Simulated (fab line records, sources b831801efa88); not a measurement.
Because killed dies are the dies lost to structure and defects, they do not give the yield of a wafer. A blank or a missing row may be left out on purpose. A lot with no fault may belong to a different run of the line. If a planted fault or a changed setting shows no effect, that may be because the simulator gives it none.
Problem report, 8D (eight disciplines) form, completed by code | flow gf180mcu | the parts of the form that need people (team, actions taken, sign-off) are left out

1. THE PROBLEM
Mean of oes-product-au at GF_MIM_METAL_ETCH_19: 0.992 a.u. across 2 wafers in 2 lots; on wafers with no fault it is 0.942 a.u. (standard deviation 0.0074). That is +6.7 standard deviations from the usual mean.
The step: etches the open film in Cl2/BCl3, stops on Si3N4, target depth 324.5 nm, time 54.1 s.
First seen on wafer L263.6, day 27 20:17, on rie-metal-03. Wafers with a number at this step in the record: 34, from 12 lots. By rule, "out" or "out of limits" means more than 4 standard deviations away from the usual mean. All remaining wafers that have a number are taken as sound.

2. WHAT IT IS, AND WHAT IT ISN'T
question                    | is                         | is not
which readings at this step | oes-product-au             | chamber-pressure-mTorr, drypump-motor-current-A
which lots                  | L263, L264                 | L255, L256, L257, L260, L262, L270, L271, L274, L275, L276
which wafers of those lots  | L263.6, L264.6             | L263.1, L264.1
read on which tools         | rie-metal-01, rie-metal-03 | rie-metal-04
when                        | from day 27 20:17          | up to then (16 sound wafers); but 16 sound wafers of L264, L270, L271, L274, L275, L276 came after

3. SUSPECTS, AND WHAT RULES EACH OUT
Counting: a tool at a process step up to the reading stays a suspect if it ran every lot that is out. Sound lots after the first of them don't rule it out here, since some wafers of a struck lot are sound.
- pvd-sputter-04 at GF_MIM_SPUTTER_07 (material TiN, target thk 60 nm, time 50 s): kept. It ran every lot that is out, first L263 (day 26 21:53); its last sound lot up to then is L262 (day 26 07:12).
Remaining after the count: pvd-sputter-04 at GF_MIM_SPUTTER_07.

4. THE CAUSE (what the simulator had put in)
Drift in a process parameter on pvd-sputter-04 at GF_MIM_SPUTTER_07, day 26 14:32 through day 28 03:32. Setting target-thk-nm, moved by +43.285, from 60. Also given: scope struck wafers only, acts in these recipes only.
This tool alone remained once counting was done.

5. THE EFFECT CHAIN, in route order
One row per reading whose mean, taken over the struck wafers that have a number, lies over 3 standard deviations from the usual. Only readings for which the record gives a usual standard deviation are gone through. hours: the time from each lot's start at the first step in this table that gives one to its start at this step, as a median over the lots. sigmas: the change in usual standard deviations.
hours | step                    | reading              | usual      | on struck wafers | change | sigmas
0     | GF_MIM_METAL_ETCH_19    | oes-product-au       | 0.942 a.u. | 0.992            | +0.050 | +6.7
0     | GF_MIM_METAL_ETCH_19    | throttle-valve-pct   | 28.284 %   | 28.233           | -0.051 | -4.7
85    | GF_PASSIVATION_PROBE_99 | defect-limited-yield | 90.3 %     | 1.6              | -88.6  | -59
85    | GF_PASSIVATION_PROBE_99 | killed-at-other      | 0.1        | 433.5            | +433.4 | +99 or more
85    | GF_PASSIVATION_PROBE_99 | killed-dies          | 48         | 484              | +436   | +60
85    | GF_PASSIVATION_PROBE_99 | killed-on-rim        | 10         | 96               | +86    | +28
The process steps in it:
- GF_MIM_METAL_ETCH_19: etches the open film in Cl2/BCl3, stops on Si3N4, target depth 324.5 nm, time 54.1 s.
- GF_PASSIVATION_PROBE_99

6. HOW IT WOULD HAVE BEEN CAUGHT EARLIER
First out-of-limits reading in this record: day 27 20:17, which is 30 hours after fault onset at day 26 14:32.
No tool reading at GF_MIM_SPUTTER_07 that has a usual standard deviation in the record was out on any struck wafer, so an alarm limit of 4 standard deviations on those readings would not have fired.
All the lots that are out (2) had begun GF_MIM_SPUTTER_07 on pvd-sputter-04 by day 27 20:17. Holding the tool at that point would not have protected any of them.
